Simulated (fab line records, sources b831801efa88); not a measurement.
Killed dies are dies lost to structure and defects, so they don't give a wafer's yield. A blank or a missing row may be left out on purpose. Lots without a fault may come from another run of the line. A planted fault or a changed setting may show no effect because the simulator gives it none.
Chamber matching | flow gf180mcu | GF_SAB_ETCH_11 on rie_diel-01: 4 sister chambers
The step etches SiO2 in C4F8/O2/Ar, target depth 55 nm, time 8.5 s. 14 wafers are shown with their chamber, then 7 later ones without.

WAFERS WITH THEIR CHAMBER
wafer  | chamber | oes_product_au (a.u.) | rf_fwd_power_W (W)
L980.1 | 1       | 0.984                 | 1454
L980.3 | 2       | 0.992                 | 1481
L980.6 | 3       | 1.010                 | 1476
L984.2 | 2       | 0.984                 | 1479
L984.5 | 2       | 0.989                 | 1478
L984.6 | 1       | 1.005                 | 1462
L985.1 | 1       | 0.989                 | 1463
L985.4 | 0       | 1.003                 | 1478
L985.6 | 3       | 1.013                 | 1467
L991.3 | 0       | 1.005                 | 1477
L991.4 | 2       | 0.980                 | 1478
L991.5 | 1       | 0.992                 | 1459
L993.2 | 2       | 0.986                 | 1481
L993.4 | 0       | 1.005                 | 1468

SIGNATURES (means of the wafers above)
reading        | chamber 0 | chamber 1 | chamber 2 | chamber 3 | scatter within a chamber
oes_product_au | 1.00433   | 0.99250   | 0.98620   | 1.01150   | 0.00577
rf_fwd_power_W | 1474.33   | 1459.50   | 1479.40   | 1471.50   | 3.99
Rule: a wafer's distance from a chamber is the root of the sum, over the readings, of the square of ((its reading less the chamber's mean) divided by the reading's scatter). The wafer belongs to the nearest chamber; if the next one is less than 2 further off, it can't be placed. The scatter: the root of (the sum of the squares of (reading less its chamber's mean) over the shown wafers, divided by (wafers less chambers)).

WAFERS WITHOUT THEIR CHAMBER
wafer  | oes_product_au (a.u.) | rf_fwd_power_W (W)
L993.6 | 0.991                 | 1482
L102.1 | 1.002                 | 1462
L102.3 | 0.987                 | 1470
L102.5 | 0.992                 | 1473
L103.3 | 1.013                 | 1471
L103.4 | 1.025                 | 1466
L103.6 | 1.004                 | 1479

WHICH CHAMBER EACH WENT THROUGH
wafer  | from the rows above               | in truth
L993.6 | can't be placed: 2 or 0           | 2
L102.1 | can't be placed: 1 or 3 or 0      | 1
L102.3 | can't be placed: 2 or 1 or 0 or 3 | 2
L102.5 | can't be placed: 2 or 0 or 1 or 3 | 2
L103.3 | can't be placed: 3 or 0           | 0
L103.4 | can't be placed: 3 or 0           | 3
L103.6 | can't be placed: 0 or 3 or 2      | 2
Placed correctly: 0 of 7. Can't be placed from these rows: 7 (the true chamber is among the candidates in 7). Placed wrongly: 0.
